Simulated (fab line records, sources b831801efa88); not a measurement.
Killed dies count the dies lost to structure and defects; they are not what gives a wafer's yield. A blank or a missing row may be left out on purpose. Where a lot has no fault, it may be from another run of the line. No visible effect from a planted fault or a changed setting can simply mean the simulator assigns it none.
One fault seen from 2 desks + flow gf180mcu + only its own numbers are on each desk; what lay behind them is given at the end

== THE METROLOGY DESK ==
What the gauges read, lot by lot, whatever tool the lot ran on: means of the sampled wafers that have a number. Any lot whose mean is over 4 standard deviations away from the usual mean is out of limits and marked OUT; that distance is given in the brackets.
Columns: A = VT_IMPLANT_2_TW at GF_VT_IMPLANT_TW_MEAS_21, usual 1218; B = VT_IMPLANT_02_OVL at GF_VT_IMPLANT_OVL_MEAS_29, usual -0.7 nm
| lot  | first seen here | A    | B    |
|------|-----------------|------|------|
| L133 | day 6 05:55     | 1233 | -0.6 |
| L134 | day 6 09:29     | 1233 | -0.2 |
| L136 | day 6 22:49     | 1235 | -0.0 |
| L137 | day 7 10:31     | 1227 | -0.2 |
| L138 | day 7 15:58     | 1211 | -2.9 |
| L139 | day 7 18:52     | 1211 | -1.2 |
| L150 | day 10 17:47    | 1213 | -1.1 |
| L151 | day 10 23:59    | 1225 | 1.4  |
| L153 | day 11 13:21    | 1214 | -2.2 |
| L154 | day 11 17:48    | 1225 | 0.6  |
| L155 | day 12 00:40    | 1231 | -2.0 |
| L156 | day 12 08:58    | 1202 | -0.2 |
Finding of this desk: none of the 12 lots has anything out of limits.

== AT THE TOOL OWNER'S DESK: furnace-02 ==
The tool's own readings at GF_STI_OXIDATION_29 (stabilise 600 s, purge 300 s, target thk 10 nm): means of the sampled wafers that have a number, for each lot that ran on this tool. Any lot whose mean is over 4 standard deviations away from the usual mean is out of limits and marked OUT; that distance is given in the brackets.
Columns: A = oxTempC at GF_STI_OXIDATION_29, usual 900.0 C; B = oxTempCMax at GF_STI_OXIDATION_29, usual 903.8
| lot  | first seen here | A     | B     |
|------|-----------------|-------|-------|
| L137 | day 3 04:13     | 900.5 | 903.9 |
| L139 | day 3 11:01     | 899.6 | 903.4 |
| L150 | day 5 20:14     | 899.9 | 903.6 |
| L151 | day 6 01:42     | 899.8 | 904.2 |
| L153 | day 6 11:31     | 900.0 | 903.5 |
| L155 | day 6 21:56     | 899.8 | 903.3 |
Finding of this desk: none of the 6 lots has anything out of limits.

== PUT TOGETHER ==
Metrology desk: nothing out of limits seen.
The desk of the tool owner found nothing out of limits.

== WHAT THE SIMULATOR HAD PUT IN ==
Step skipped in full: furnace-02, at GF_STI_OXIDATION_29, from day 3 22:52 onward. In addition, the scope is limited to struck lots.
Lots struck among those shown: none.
